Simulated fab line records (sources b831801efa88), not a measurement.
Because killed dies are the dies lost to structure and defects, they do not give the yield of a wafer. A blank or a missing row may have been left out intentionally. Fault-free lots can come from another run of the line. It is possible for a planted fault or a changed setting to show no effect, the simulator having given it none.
A lot that was struck, set against a sound lot | flow gf180mcu | 17 steps out of a route of 602
Sound: wafers L187.2, L187.3, L187.4. Struck: wafer L199.6 (left out: L199.3, a lot-mate that was not struck); the cause follows at the end.
For every step that has rows: the tool of each side, followed by ch and its chambers, followed by its first start. Under that, the readings that differ: sound wafers | struck wafers | difference of the means | sigmas: that difference in standard deviations of wafers without a fault.
alike: readings with means less than 2 such deviations apart, plus words and numbers identical on both sides. not compared: withheld readings, readings lacking a value on some wafer, bounds such as >300 that could conceal the same value, and numbers that have no deviation in the record and whose values overlap.
The two part at a step that has a row with sigmas, a row that says differs or no value, or rows on one side only. Numbers that have no deviation but don't overlap get no sigmas and don't part them. A reading that every wafer of one side lacks parts them only if that side has two wafers or more.

first, 4 steps without rows for these wafers: GF_M4_SOFTBAKE_10 (time 60 s); GF_M4_EXPOSE_11 (exposes mask Metal4, target cd 280 nm); GF_M4_PEB_12 (peb time 90 s); GF_M4_DEVELOP_13 (develop time 60 s).
GF_M4_CD_MEAS_14 targets a cd of 280 nm.
  sound: cdSem-01 at day 24 09:32; struck: cdSem-02 at day 28 15:42
  alike: cdNm
GF_M4_OVL_MEAS_15:
  sound: overlay-02 at day 24 09:39; struck: overlay-01 at day 28 15:47
  alike: M4_OVL
GF_M4_METAL_ETCH_16: etches the open film in Cl2/BCl3, stops on SiO2, target depth 750.8 nm, time 125.1 s.
  sound on rieMetal-03 ch 0,1, day 24 09:41; struck on rieMetal-02 ch 1, day 28 15:52
  alike: drypumpMotorCurrentA, oesProductAu, throttleValvePct
  not compared: rfHoursCounterH
GF_M4_STRIP_17: strips in O2/N2.
  sound on plasmaAsher-01 ch 0,1, day 24 09:49; struck on plasmaAsher-02 ch 1, day 28 15:58
  alike: drypumpMotorCurrentA, heaterPowerW, o2FlowSccm, oesProductAu, stripTimeToEndpointS
  not compared: rfHoursCounterH
then, 3 steps without rows for these wafers: GF_M4_STRIP_18 (strips in post etch residue remover, time 1200 s); GF_M4_CLEAN_19 (cleans in DIW); GF_V4_CVD_00 (deposits SiO2, target thk 600 nm, time 100 s).
GF_V4_THK_MEAS_01:
  sound: filmMetro-03 at day 24 10:28; struck: filmMetro-03 at day 28 16:34
  alike: V4_CVD_00_THK
GF_V4_CVD_02: deposits SiO2 from TEOS, target thk 850 nm, time 94.851 s.
  sound on pecvd-04 ch 1,2, day 24 10:31; struck on pecvd-04 ch 0, day 28 16:37
reading                            | sound             | struck | difference | sigmas
model.SiO2_of_V4_CVD_02.thkNm (nm) | 840.1 832.6 863.7 | 769.1  | -76.4      | 
  alike: heaterPowerW
GF_V4_THK_MEAS_03:
  sound: filmMetro-03 at day 24 10:35; struck: filmMetro-04 at day 28 16:42
reading            | sound       | struck | difference | sigmas
V4_CVD_02_THK (nm) | 840 832 864 | 769    | -76        | -6
GF_V4_CMP_04: polishes SiO2.
  sound on cmp-02 ch 0,1,3, day 24 10:39; struck on cmp-02 ch 1, day 28 16:53
reading             | sound    | struck | difference | sigmas
timeToEndpointS (s) | 83 69 79 | 46     | -31        | -5
  alike: motorCurrentA, slurryFlowMlMin
GF_V4_BOW_MEAS_05:
  sound: filmMetro-04 at day 24 10:58; struck: filmMetro-04 at day 28 17:05
  alike: V4_BOW
after that, 1 step had no rows for these wafers: GF_PASSIVATION_PROBE_99.

== WHERE THEY PART ==
At GF_V4_THK_MEAS_03 first; at GF_V4_CMP_04 last (within this record only). Later steps at which nothing parts them and some readings are alike: GF_V4_BOW_MEAS_05.

WHY: whatever the simulator had introduced
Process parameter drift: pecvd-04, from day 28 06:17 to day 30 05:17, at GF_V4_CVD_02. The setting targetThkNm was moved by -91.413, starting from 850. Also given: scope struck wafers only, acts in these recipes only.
